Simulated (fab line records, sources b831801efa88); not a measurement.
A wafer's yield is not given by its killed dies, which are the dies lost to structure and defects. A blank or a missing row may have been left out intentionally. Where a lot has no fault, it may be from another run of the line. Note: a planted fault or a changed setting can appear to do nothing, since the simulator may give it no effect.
Which tool did it?	flow sky130	14 lots, 42 wafers sampled, at 4 steps of a route of 708

## WHAT THE GAUGES SHOWED, per wafer
The record lacks any reading of a measuring or inspecting step that a usual standard deviation could be used to judge.

## EACH LOT AND THE TOOL THAT RAN IT (in order: tool; ch and the chambers of the sampled wafers; start)
lot	SKY_SONOS_TUNNEL_WET_ETCH_10	SKY_CONTACT_ETCH_16	SKY_CONTACT_SPUTTER_23	SKY_METAL1_DESCUM_17
L598	wet bench-02 ch 2, day 12 08:02	rie diel-02 ch 0,1,2, day 32 20:01	pvd sputter-03, day 32 20:50	rie metal-02 ch 0, day 33 23:23
L601	wet bench-02 ch 3, day 13 01:58	rie diel-03 ch 0,3, day 33 09:28	pvd sputter-01, day 33 10:13	rie metal-03 ch 0,1, day 34 13:19
L600	wet bench-02 ch 1, day 13 04:14	rie diel-03 ch 0,1,3, day 33 15:56	pvd sputter-02, day 33 16:47	rie metal-01 ch 0,1, day 34 19:58
L606	wet bench-03 ch 3, day 14 15:47	rie diel-02 ch 2,3, day 35 00:02	pvd sputter-03, day 35 00:46	rie metal-02 ch 0, day 36 02:26
L607	wet bench-03 ch 2, day 15 02:07	rie diel-02 ch 2,3, day 35 08:46	pvd sputter-01, day 35 09:29	rie metal-03 ch 0,1, day 36 12:43
L609	wet bench-03 ch 2, day 15 18:40	rie diel-03 ch 0,1,3, day 36 00:40	pvd sputter-02, day 36 01:23	rie metal-01 ch 0,1, day 37 04:31
L611	wet bench-02 ch 1, day 16 06:53	rie diel-02 ch 0,3, day 36 10:28	pvd sputter-03, day 36 11:14	rie metal-01 ch 0,1, day 37 14:37
L612	wet bench-02 ch 3, day 16 15:38	rie diel-04 ch 0,2,3, day 36 22:25	pvd sputter-02, day 36 23:08	rie metal-02 ch 0,1, day 38 01:43
L613	wet bench-02 ch 1, day 16 23:20	rie diel-02 ch 0,3, day 37 05:13	pvd sputter-03, day 37 05:56	rie metal-02 ch 0,1, day 38 08:53
L614	wet bench-02 ch 0, day 17 06:22	rie diel-03 ch 0,2,3, day 37 08:47	pvd sputter-01, day 37 09:31	rie metal-02 ch 1, day 38 11:43
L615	wet bench-04 ch 0, day 17 16:20	rie diel-04 ch 0,3, day 37 16:13	pvd sputter-01, day 37 16:56	rie metal-01 ch 0,1, day 38 19:50
L616	wet bench-04 ch 0, day 17 21:50	rie diel-02 ch 1,2,3, day 38 00:28	pvd sputter-02, day 38 01:14	rie metal-01 ch 0,1, day 39 03:52
L618	wet bench-04 ch 3, day 18 16:22	rie diel-02 ch 0,3, day 38 10:46	pvd sputter-01, day 38 11:29	rie metal-03 ch 0,1, day 39 13:07
L619	wet bench-04 ch 0, day 19 03:41	rie diel-02 ch 2,3, day 38 20:25	pvd sputter-01, day 38 21:10	rie metal-01 ch 0,1, day 39 22:47
- SKY_SONOS_TUNNEL_WET_ETCH_10: etches SiO2 in dHF, target depth 14 nm, time 280 s.
- SKY_CONTACT_ETCH_16: etches BARC in N2/H2, stops on SiO2, time 45.9 s, target depth 60 nm.
- SKY_CONTACT_SPUTTER_23: material TiN, target thk 20 nm, time 80 s.
- SKY_METAL1_DESCUM_17: chemistry O2, time 8 s.

## WHAT THE TOOLS THEMSELVES READ (means of the sampled wafers that have a number; where no wafer has one, the mark that the record gives instead)
SKY_SONOS_TUNNEL_WET_ETCH_10.
lot	tool	run length s (s)
L598	wet bench-02	313
L601	wet bench-02	313
L600	wet bench-02	314
L606	wet bench-03	314
L607	wet bench-03	127
L609	wet bench-03	126
L611	wet bench-02	314
L612	wet bench-02	314
L613	wet bench-02	306
L614	wet bench-02	306
L615	wet bench-04	304
L616	wet bench-04	305
L618	wet bench-04	313
L619	wet bench-04	312

SKY_CONTACT_ETCH_16.
lot	tool	chamber pressure mTorr (mTorr)	drypump motor current A (A)	oes product au (a.u.)	run length s (s)	throttle valve pct (%)
L598	rie diel-02	30.004	5.5	0.851	74.6	13.236
L601	rie diel-03	30.001	6.1	0.852	74.5	13.222
L600	rie diel-03	30.010	5.9	0.858	74.4	13.221
L606	rie diel-02	30.021	5.7	0.856	74.2	13.220
L607	rie diel-02	29.996	5.3	0.857	74.1	13.220
L609	rie diel-03	29.997	5.9	0.852	74.5	13.223
L611	rie diel-02	29.981	5.1	0.853	74.3	13.218
L612	rie diel-04	29.991	5.4	0.852	74.3	13.227
L613	rie diel-02	29.990	5.1	0.854	74.1	13.223
L614	rie diel-03	30.013	6.1	0.855	74.1	13.218
L615	rie diel-04	29.992	5.4	0.854	74.1	13.224
L616	rie diel-02	29.993	5.3	0.860	74.2	13.220
L618	rie diel-02	30.004	5.3	0.849	74.3	13.222
L619	rie diel-02	30.015	5.7	0.857	74.1	13.222

SKY_CONTACT_SPUTTER_23.
lot	tool	throttle valve pct (%)
L598	pvd sputter-03	29.3
L601	pvd sputter-01	31.3
L600	pvd sputter-02	30.5
L606	pvd sputter-03	28.8
L607	pvd sputter-01	30.8
L609	pvd sputter-02	30.4
L611	pvd sputter-03	29.8
L612	pvd sputter-02	30.6
L613	pvd sputter-03	29.2
L614	pvd sputter-01	31.1
L615	pvd sputter-01	31.2
L616	pvd sputter-02	29.7
L618	pvd sputter-01	31.2
L619	pvd sputter-01	31.1

SKY_METAL1_DESCUM_17.
lot	tool	chamber pressure mTorr (mTorr)	drypump motor current A (A)	he backside leak sccm (sccm)	oes product au (a.u.)
L598	rie metal-02	9.994	5.8	3.2	0.996
L601	rie metal-03	9.996	5.3	3.5	1.006
L600	rie metal-01	9.998	6.4	3.4	1.000
L606	rie metal-02	9.999	5.8	3.3	0.996
L607	rie metal-03	10.007	5.3	3.4	1.010
L609	rie metal-01	10.006	6.3	3.2	0.997
L611	rie metal-01	10.002	6.4	3.4	0.990
L612	rie metal-02	10.002	5.4	3.2	0.999
L613	rie metal-02	9.995	5.5	3.4	1.001
L614	rie metal-02	10.003	4.9	3.2	0.991
L615	rie metal-01	10.000	6.3	3.4	0.990
L616	rie metal-01	10.004	6.4	3.3	0.993
L618	rie metal-03	9.998	5.2	3.3	1.000
L619	rie metal-01	9.990	6.3	3.4	0.985

## THE ANSWER, worked out from the rows above alone
Rule: usual is defined by the lots themselves. Put in order of their means at a reading, lots are off if they are a third of the lots or fewer, leave a main group of 4 or more, and stand apart from it by a gap of 3 or more times the standard deviation of the main group's means; of several such gaps the widest counts. Not used: any main group whose means are identical at the precision the tables above print for the reading. A lot without any number at a reading at which 4 lots or more have one is off too. All remaining lots with rows at the step are treated as sound. First the gauges in route order, then the tools' own readings, where a lot's mean is used as printed above. At the first step where some lot is off, the reading lying furthest off is the one used; lots without a number count as furthest.
Off at SKY_SONOS_TUNNEL_WET_ETCH_10 (run length s): L607, L609. Mean 311 s and standard deviation 3.9 in the main group.
A tool fits if, at that step or a process step before it, it ran every lot that is off, and no sound lot after the first of them. One candidate fits, namely wet bench-03 at SKY_SONOS_TUNNEL_WET_ETCH_10. Its last sound lot is L606 (day 14 15:47), its first lot that is off L607 (day 15 02:07): a fault that began between those two fits.
On the lots that are off, the tool's own readings at SKY_SONOS_TUNNEL_WET_ETCH_10 differ by more than 5 times the standard deviation of the sound lots' means, which bears it out; run length s reads 126 s there versus 311 s on the sound lots.

## WHAT WAS PUT IN BY THE SIMULATOR
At SKY_SONOS_TUNNEL_WET_ETCH_10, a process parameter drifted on wet bench-03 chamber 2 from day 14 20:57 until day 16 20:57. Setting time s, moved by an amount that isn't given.
Shown lots that were struck: L607, L609. This agrees with what the rule above found.
